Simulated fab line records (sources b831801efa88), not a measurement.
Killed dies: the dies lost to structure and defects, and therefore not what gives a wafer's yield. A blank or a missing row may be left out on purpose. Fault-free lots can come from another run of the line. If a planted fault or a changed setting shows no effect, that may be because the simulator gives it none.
A struck lot beside a sound one :: flow sky130 :: 17 steps out of a route of 708
Sound: these wafers, L977.2, L977.5, L977.6. Struck: wafers L967.3, L967.6. (L967.1 of the same lot was not struck and is left out.) The cause comes at the end.
Per side, at each step with rows, come the tool, then ch with its chambers, and then its first start. Under that, the readings that differ: sound wafers :: struck wafers :: difference of the means :: sigmas: that difference in standard deviations of wafers without a fault.
alike: readings whose means differ by less than 2 such deviations, and words and numbers that are the same on both sides. not compared: withheld readings, readings that some wafer has no value for, bounds like >300 that may hide the same value, and numbers for which the record gives no deviation and whose values overlap.
Wherever a step has rows on one side only, a row that says differs or no value, or a row with sigmas, the two part there. Non-overlapping numbers with no deviation appear without sigmas and do not part them. A reading that every wafer of one side lacks parts them only if that side has two wafers or more.

first, 1 step without rows for these wafers: SKY_NWELL_IMPLANT_24.
SKY_NWELL_STRIP_25: strips in O2/N2.
  sound on plasma_asher-03 ch 0,1, day 11 00:21; struck on plasma_asher-01 ch 0,1, day 8 06:09
  alike: drypump_motor_current_A, oes_product_au, strip_time_to_endpoint_s
  not compared: rf_hours_counter_h
SKY_NWELL_TW_MEAS_26:
  sound on film_metro-03, day 11 00:28; struck on film_metro-02, day 8 06:15
  alike: NWELL_2_TW
then, 1 step without rows for these wafers: SKY_NWELL_CLEAN_27 (cleans in SC1/SC2, time 150 s).
SKY_NWELL_RTA_28: time 30 s.
  sound on rtp_anneal-02 ch 0, day 11 00:35; struck on rtp_anneal-02 ch 0, day 8 06:22
  alike: lamp_power_pct, wafer_temp_C_max
SKY_NWELL_RS_MEAS_29: a four-point-probe measurement.
  sound on film_metro-02, day 11 00:41; struck on film_metro-01, day 8 06:28
  alike: NWELL_RS
SKY_NWELL_RS_MEAS_31: a four-point-probe measurement.
  sound on film_metro-02, day 11 00:55; struck on film_metro-01, day 8 06:42
  alike: PWDE_RS
then, 4 steps without rows for these wafers: SKY_VT_ADJUST_HVTP_DEHYDRATE_00 (time 60 s); SKY_VT_ADJUST_HVTP_HMDS_01 (prime time 60 s); SKY_VT_ADJUST_HVTP_COAT_02 (resist thk 1140 nm); SKY_VT_ADJUST_HVTP_SOFTBAKE_03 (time 60 s).
SKY_VT_ADJUST_HVTP_EXPOSE_04: exposes mask HVTPM, target cd 380 nm.
  sound on iline_stepper-02 ch 0, day 11 12:37; struck on iline_stepper-02 ch 0, day 8 17:44
  alike: mask
then, 2 steps without rows for these wafers: SKY_VT_ADJUST_HVTP_PEB_05; SKY_VT_ADJUST_HVTP_DEVELOP_06 (develop time 60 s).
SKY_VT_ADJUST_HVTP_CD_MEAS_07: target cd 380 nm.
  sound on cd_sem-01, day 12 00:34; struck on cd_sem-02, day 9 04:07
reading: cd_nm (nm)
sound: 376.8 377.6 377.0
struck: 367.4 366.5
difference: -10.2
sigmas: -5
SKY_VT_ADJUST_HVTP_OVL_MEAS_08:
  sound on overlay-02, day 12 00:41; struck on overlay-02, day 9 04:14
  alike: VT_ADJUST_HVTP_OVL
-- a jump in the record: the struck wafers' starts before and after are 40 days apart (it breaks off in module VT_ADJUST_HVTP and resumes in module PAD_OPEN, where the first step shown is number 708 of the route) --
SKY_PAD_OPEN_PROBE_99:
  sound on prober-01, day 51 00:05; struck on prober-02, day 49 04:28
  alike: killed_at_M0_to_M3, killed_at_M4_up, killed_at_contacts, killed_at_front_end, killed_at_other, killed_dies, killed_open, killed_short

WHERE THEY PART
Only at SKY_VT_ADJUST_HVTP_CD_MEAS_07, within this record. Later steps at which nothing parts them and some readings are alike: SKY_VT_ADJUST_HVTP_OVL_MEAS_08, SKY_PAD_OPEN_PROBE_99.

WHY: what had been put in by the simulator
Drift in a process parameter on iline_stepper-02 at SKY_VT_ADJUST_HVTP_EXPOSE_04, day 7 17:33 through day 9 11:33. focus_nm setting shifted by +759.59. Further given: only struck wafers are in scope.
